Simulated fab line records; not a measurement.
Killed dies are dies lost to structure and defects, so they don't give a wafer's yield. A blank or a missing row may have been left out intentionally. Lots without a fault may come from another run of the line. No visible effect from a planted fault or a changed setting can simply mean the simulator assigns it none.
Chamber matching + flow sky130 + SKY_LI_CONTACT_CMP_02 on cmp-01 has 4 sister chambers
The step polishes PSG. 4 wafers are shown with their chamber, then 8 later ones without.

## WAFERS, EACH WITH ITS CHAMBER
| wafer  | chamber | motor-current-A (A) |
|--------|---------|---------------------|
| L539.5 | 1       | 10.8                |
| L541.6 | 0       | 11.4                |
| L542.6 | 3       | 11.0                |
| L551.4 | 2       | 10.0                |

## WAFERS WITH NO CHAMBER GIVEN
| wafer  | motor-current-A (A) |
|--------|---------------------|
| L551.5 | 11.5                |
| L551.6 | 10.5                |
| L552.1 | 11.5                |
| L552.5 | 11.8                |
| L552.6 | 11.0                |
| L553.2 | 12.2                |
| L553.4 | 11.5                |
| L553.5 | 11.1                |

## CHAMBER TAKEN BY EACH
| wafer  | from the rows above               | in truth |
|--------|-----------------------------------|----------|
| L551.5 | can't be placed: 0 or 3 or 1      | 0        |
| L551.6 | can't be placed: 1 or 2 or 3 or 0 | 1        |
| L552.1 | can't be placed: 0 or 3 or 1      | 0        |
| L552.5 | can't be placed: 0 or 3 or 1      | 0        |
| L552.6 | can't be placed: 3 or 1 or 0      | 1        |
| L553.2 | can't be placed: 0 or 3 or 1      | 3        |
| L553.4 | can't be placed: 0 or 3 or 1      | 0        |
| L553.5 | can't be placed: 3 or 1 or 0      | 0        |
0 of 8 placed correctly. Cannot be placed on the basis of these rows: 8; the candidates contain the true chamber in 8. Wrongly placed: 0.
How it was worked out, from the rows above alone: a wafer's distance from a chamber is the root of the sum, over the readings, of the square of ((its reading less the chamber's mean) divided by the reading's scatter). The wafer belongs to the nearest chamber; if the next one is less than 2 further off, it can't be placed. For every chamber, the mean is computed from those of its wafers that are shown. The scatter: with one shown wafer a chamber, the root of the mean of the squares of how far each hidden wafer lies from its nearest shown one.
